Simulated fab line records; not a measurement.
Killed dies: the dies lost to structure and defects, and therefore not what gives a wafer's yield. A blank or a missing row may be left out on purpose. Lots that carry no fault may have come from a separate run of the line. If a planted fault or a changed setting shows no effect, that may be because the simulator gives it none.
A struck lot beside a sound one | flow sky130 | 16 out of 708 route steps
Sound: these wafers, L903.3, L903.4, L903.6. Struck: wafers L914.1, L914.3. Last of all comes the cause.
Order at every step that has rows: each side's tool, ch and its chambers, its first start. Under that, the readings that differ: sound wafers | struck wafers | difference of the means | sigmas: that difference in standard deviations of wafers without a fault.
alike: words and numbers the same on both sides, and readings whose means are apart by under 2 such deviations; not compared: readings that were withheld, readings missing a value for some wafer, numbers with overlapping values and no deviation given by the record, and bounds like >300 which may hide the same value.
A row with sigmas, a row that says differs or no value, or rows on one side alone: a step with any of these is where the two part. Non-overlapping numbers with no deviation appear without sigmas and do not part them. A reading that every wafer of one side lacks parts them only if that side has two wafers or more.

first, 2 steps without rows for these wafers: SKY_LOCAL_INTERCONNECT_PEB_09; SKY_LOCAL_INTERCONNECT_DEVELOP_10 (develop time 60 s).
SKY_LOCAL_INTERCONNECT_CD_MEAS_11: the cd target is 170 nm.
  struck on cd-sem-02, day 34 08:55; sound on cd-sem-02, day 30 09:21
  alike: cd-nm
SKY_LOCAL_INTERCONNECT_OVL_MEAS_12:
  struck on overlay-02, day 34 09:02; sound on overlay-02, day 30 09:27
  alike: LOCAL_INTERCONNECT_OVL
SKY_LOCAL_INTERCONNECT_ETCH_13: etches BARC in N2/H2, stops on SiO2, time 45.9 s, target depth 60 nm.
  sound on rie-metal-02 ch 0,1, day 30 09:29; struck on rie-metal-04 ch 0,1, day 34 09:05
  alike: drypump-motor-current-A, oes-product-au, throttle-valve-pct
  not compared: rf-hours-counter-h
SKY_LOCAL_INTERCONNECT_METAL_ETCH_14: etches TiN in Cl2/BCl3, stops on PSG, target depth 110 nm, time 31.4 s.
  sound on rie-metal-02 ch 0,1, day 30 09:33; struck on rie-metal-04 ch 0,1, day 34 09:08
  alike: drypump-motor-current-A, oes-product-au, throttle-valve-pct
  not compared: rf-hours-counter-h
SKY_LOCAL_INTERCONNECT_STRIP_15: strips in O2/N2.
  sound on plasma-asher-02 ch 0,1, day 30 09:37; struck on plasma-asher-01 ch 0,1, day 34 09:11
  alike: drypump-motor-current-A, oes-product-au, strip-time-to-endpoint-s
  not compared: rf-hours-counter-h
then, 3 steps without rows for these wafers: SKY_LOCAL_INTERCONNECT_STRIP_16 (strips in post etch residue remover, time 1200 s); SKY_LOCAL_INTERCONNECT_CLEAN_17 (cleans in IPA, time 180 s); SKY_LOCAL_INTERCONNECT_CLEAN_18 (cleans in O3/DIW).
SKY_CONTACT_CVD_00: deposits Si3N4, target thk 75 nm.
  sound on pecvd-04 ch 0,1, day 30 10:11; struck on pecvd-04 ch 0,1, day 34 09:47
  alike: heater-power-w
SKY_CONTACT_THK_MEAS_01:
  struck on film-metro-03, day 34 09:49; sound on film-metro-03, day 30 10:14
  alike: CONTACT_CVD_00_THK
SKY_CONTACT_HDPCVD_02: deposits SiO2, target thk 565 nm, time 94.2 s.
  sound on hdpcvd-01 ch 1,2, day 30 10:16; struck on hdpcvd-02 ch 1, day 34 09:53
  reading                                     | sound             | struck      | difference | sigmas
  run-length-s (s)                            | 121.9 122.1 121.4 | 114.3 114.1 | -7.6       | -15
  model.SiO2_of_CONTACT_HDPCVD_02.thk-nm (nm) | 563 561.5 566.8   | 515.5 510.9 | -50.6      |
SKY_CONTACT_THK_MEAS_03:
  struck on film-metro-04, day 34 09:59; sound on film-metro-04, day 30 10:22
  reading                 | sound       | struck  | difference | sigmas
  CONTACT_HDPCVD_THK (nm) | 563 562 567 | 516 511 | -50        | -10
SKY_CONTACT_CMP_04: polishes SiO2.
  sound on cmp-01 ch 0,2,3, day 30 10:27; struck on cmp-02 ch 2,3, day 34 10:13
  reading                | sound    | struck | difference | sigmas
  time-to-endpoint-s (s) | 84 81 82 | 67 62  | -18        | -4
  alike: motor-current-A
SKY_CONTACT_BOW_MEAS_05:
  struck on film-metro-01, day 34 10:28; sound on film-metro-03, day 30 10:44
  alike: CONTACT_BOW

== WHERE THEY PART ==
First at SKY_CONTACT_HDPCVD_02; last, within this record, at SKY_CONTACT_CMP_04. Later steps at which nothing parts them and some readings are alike: SKY_CONTACT_BOW_MEAS_05.

WHY: what had been put in by the simulator
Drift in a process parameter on hdpcvd-02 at SKY_CONTACT_HDPCVD_02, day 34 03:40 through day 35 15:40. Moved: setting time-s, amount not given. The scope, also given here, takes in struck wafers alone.
